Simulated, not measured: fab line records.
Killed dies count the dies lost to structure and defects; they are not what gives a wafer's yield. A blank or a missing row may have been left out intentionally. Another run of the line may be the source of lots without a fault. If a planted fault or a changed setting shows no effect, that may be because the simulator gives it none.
The same fault as seen by 2 desks	flow sky130	only its own numbers are on each desk; what lay behind them is given at the end

## FROM THE METROLOGY DESK
What the gauges read, lot by lot, whatever tool the lot ran on: means of the sampled wafers that have a number. Marked OUT: a lot whose mean sits more than 4 standard deviations from the usual mean, which makes it out of limits; the brackets give that distance.
Columns: A = METAL2_ALCU_RS at SKY_METAL2_RS_MEAS_05, usual 0.1266 ohm/sq
lot	first seen here	A
L625	day 33 18:42	0.1284
L626	day 34 07:13	0.1263
L637	day 38 03:19	0.1264
L639	day 38 21:59	0.1251
L640	day 39 02:23	0.1262
L641	day 39 15:13	0.1249
L642	day 40 08:11	0.1276
L643	day 40 09:39	0.1257
L644	day 40 09:56	0.1276
L646	day 40 18:53	0.1276
L647	day 40 20:45	0.1255
L648	day 41 05:26	0.1281
This desk's finding: nothing out of limits on any of the 12 lots.

## AT THE TOOL OWNER'S DESK: pvd-sputter-01
The tool's own readings at SKY_VIA1_SPUTTER_20 (material TiN, target thk 20 nm, time 80 s): means of the sampled wafers that have a number, for each lot that ran on this tool. Marked OUT: a lot whose mean sits more than 4 standard deviations from the usual mean, which makes it out of limits; the brackets give that distance.
Columns: A = cathode-dc-power-W at SKY_VIA1_SPUTTER_20, usual 4000.0 W; B = chamber-pressure-pa at SKY_VIA1_SPUTTER_20, usual 4.999 Pa; C = throttle-valve-pct at SKY_VIA1_SPUTTER_20, usual 30.0 %
lot	first seen here	A	B	C
L625	day 33 17:55	4000.4	5.004	30.0
L637	day 38 02:32	4000.7	4.996	29.7
L640	day 39 01:34	4000.1	4.986	30.0
L642	day 40 07:14	3999.9	4.994	29.8
L644	day 40 08:41	3999.8	5.006	29.8
This desk's finding: nothing out of limits on any of the 5 lots.

## ALL TOGETHER
Nothing out of limits was seen by the metrology desk.
Nothing out of limits was seen by the tool owner's desk.

## WHAT THE SIMULATOR HAD PUT IN
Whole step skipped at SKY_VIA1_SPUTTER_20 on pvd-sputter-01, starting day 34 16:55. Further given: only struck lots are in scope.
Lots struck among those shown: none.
